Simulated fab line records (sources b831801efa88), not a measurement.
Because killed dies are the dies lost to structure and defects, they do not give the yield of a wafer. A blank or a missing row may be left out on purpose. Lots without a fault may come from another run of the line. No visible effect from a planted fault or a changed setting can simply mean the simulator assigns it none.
The same fault as seen by 2 desks || flow sfq-line || numbers are kept per desk, each desk with only its own; the story behind them comes last

== AT THE METROLOGY DESK ==
What the gauges read, lot by lot, whatever tool the lot ran on: means of the sampled wafers that have a number. A lot is out of limits, marked OUT, if its mean lies more than 4 standard deviations from the usual mean; the brackets give that distance.
Columns: A = I1_OVL at SFQ_I1_OVL_MEAS_913, usual -1 nm
{"lot": "L863", "first seen here": "day 16 00:37", "A": -4}
{"lot": "L864", "first seen here": "day 16 10:14", "A": -4}
{"lot": "L865", "first seen here": "day 16 19:49", "A": 2}
{"lot": "L866", "first seen here": "day 17 04:13", "A": 3}
{"lot": "L867", "first seen here": "day 17 16:40", "A": -4}
{"lot": "L868", "first seen here": "day 17 19:04", "A": -4}
{"lot": "L869", "first seen here": "day 18 05:26", "A": -4}
{"lot": "L873", "first seen here": "day 21 22:14", "A": -2}
{"lot": "L875", "first seen here": "day 22 14:58", "A": 3}
{"lot": "L876", "first seen here": "day 22 23:14", "A": -2}
{"lot": "L878", "first seen here": "day 23 19:38", "A": -0}
{"lot": "L881", "first seen here": "day 24 14:50", "A": -2}
{"lot": "L883", "first seen here": "day 24 23:14", "A": 5}
{"lot": "L886", "first seen here": "day 25 22:29", "A": -2}
This desk found nothing out of limits on any of the 14 lots.

== TOOL OWNER'S DESK, cmp-01 ==
The tool's own readings at SFQ_TRILAYER_I3_CMP_CMP_082 (polishes SiO2): means of the sampled wafers that have a number, for each lot that ran on this tool. A lot is out of limits, marked OUT, if its mean lies more than 4 standard deviations from the usual mean; the brackets give that distance.
Columns: A = head-pressure-psi at SFQ_TRILAYER_I3_CMP_CMP_082, usual 3.001 psi; B = motor-current-A at SFQ_TRILAYER_I3_CMP_CMP_082, usual 10.4 A; C = time-to-endpoint-s at SFQ_TRILAYER_I3_CMP_CMP_082, usual 215 s
{"lot": "L863", "first seen here": "day 27 23:15", "A": 2.999, "B": 10.2, "C": 224}
{"lot": "L866", "first seen here": "day 28 23:03", "A": 3.000, "B": 9.2, "C": 214}
{"lot": "L868", "first seen here": "day 29 16:17", "A": 2.997, "B": 9.3, "C": 222}
{"lot": "L873", "first seen here": "day 33 09:47", "A": 3.006, "B": 10.1, "C": 211}
{"lot": "L875", "first seen here": "day 33 17:17", "A": "3.767 (+99 or more) OUT", "B": 11.6, "C": "176 (-5.8) OUT"}
{"lot": "L876", "first seen here": "day 34 02:47", "A": "3.761 (+99 or more) OUT", "B": 11.2, "C": "168 (-6.9) OUT"}
Finding of this desk: L875, L876 out of limits; the first was L875 at day 33 17:17, on head-pressure-psi at SFQ_TRILAYER_I3_CMP_CMP_082. L863, L866, L868, L873: within limits.

== BROUGHT TOGETHER ==
The tool owner's desk had the chance to raise an alarm at day 33 17:17 on L875, L876.
From the metrology desk's view, nothing was out of limits.
The metrology desk has L875, L876 on record, within its limits.
Every lot named ran SFQ_TRILAYER_I3_CMP_CMP_082 on cmp-01.

== WHAT HAD BEEN PUT IN BY THE SIMULATOR ==
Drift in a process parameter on cmp-01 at SFQ_TRILAYER_I3_CMP_CMP_082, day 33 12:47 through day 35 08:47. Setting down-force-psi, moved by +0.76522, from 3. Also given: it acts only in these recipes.
Struck lots among those shown: L875, L876.
Each desk's first reading out of limits, in hours after the fault started: the tool owner's desk, 4.
